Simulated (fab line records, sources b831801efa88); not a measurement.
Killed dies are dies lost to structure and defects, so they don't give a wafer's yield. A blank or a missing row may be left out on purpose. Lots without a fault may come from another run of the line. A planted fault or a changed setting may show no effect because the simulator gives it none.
A struck lot beside a sound one | flow sky130 | 14 steps out of a route of 708
Sound: wafers L222.2, L222.4, L222.6. Struck: wafer L231.1. (L231.4 of the same lot was not struck and is left out.) The cause comes at the end.
At each step with rows: each side's tool, then ch and its chambers, then its first start. Under that, the readings that differ: sound wafers | struck wafers | difference of the means | sigmas: that difference in standard deviations of wafers without a fault.
alike: readings whose means differ by less than 2 such deviations, and words and numbers that are the same on both sides. not compared: withheld readings, readings that some wafer has no value for, bounds like >300 that may hide the same value, and numbers for which the record gives no deviation and whose values overlap.
The two part at a step that has a row with sigmas, a row that says differs or no value, or rows on one side only. Numbers that don't overlap but have no deviation are shown without sigmas and don't part them. A reading that every wafer of one side lacks parts them only if that side has two wafers or more.

first, 6 steps without rows for these wafers: SKY_VIA4_HMDS_05 (prime time 60 s); SKY_VIA4_COAT_06 (resist thk 1140 nm); SKY_VIA4_SOFTBAKE_07 (time 60 s); SKY_VIA4_EXPOSE_08 (exposes mask VIM4, target cd 800 nm); SKY_VIA4_PEB_09; SKY_VIA4_DEVELOP_10 (develop time 60 s).
SKY_VIA4_OVL_MEAS_11:
  sound on overlay-02, day 45 19:16; struck on overlay-01, day 47 02:03
  alike: VIA4_OVL
SKY_VIA4_ETCH_12: etches SiO2 in C4F8/O2/Ar, stops on TiN, target depth 580 nm.
  sound on rie_diel-04 ch 0,1,3, day 45 19:17; struck on rie_diel-03 ch 0, day 47 02:05
  alike: oes_product_au
SKY_VIA4_STRIP_13: strips in O2/N2.
  sound on plasma_asher-01 ch 0,1, day 45 19:22; struck on plasma_asher-03 ch 0, day 47 02:10
  alike: drypump_motor_current_A, oes_product_au, strip_time_to_endpoint_s
  not compared: rf_hours_counter_h
then, 3 steps without rows for these wafers: SKY_VIA4_STRIP_14 (strips in post etch residue remover, time 1200 s); SKY_VIA4_CLEAN_15 (cleans in IPA, time 180 s); SKY_VIA4_CLEAN_16 (cleans in O3/DIW).
SKY_VIA4_SPUTTER_17: material TiN, target thk 20 nm, time 80 s.
  sound on pvd_sputter-01, day 45 20:23; struck on pvd_sputter-03, day 47 02:45
  reading                                  | sound             | struck | difference | sigmas
  model.TiN_of_VIA4_SPUTTER_17.thk_nm (nm) | 20.01 19.94 20.18 | 21.98  | +1.94      |
  alike: throttle_valve_pct
SKY_VIA4_CVD_18: deposits W, target thk 505 nm, time 152.14 s.
  sound on cvd_w-01 ch 0,1, day 45 20:27; struck on cvd_w-02 ch 1, day 47 02:49
  alike: heater_power_w

WHERE THEY PART
Nowhere in this record.

WHY: what the simulator had put in
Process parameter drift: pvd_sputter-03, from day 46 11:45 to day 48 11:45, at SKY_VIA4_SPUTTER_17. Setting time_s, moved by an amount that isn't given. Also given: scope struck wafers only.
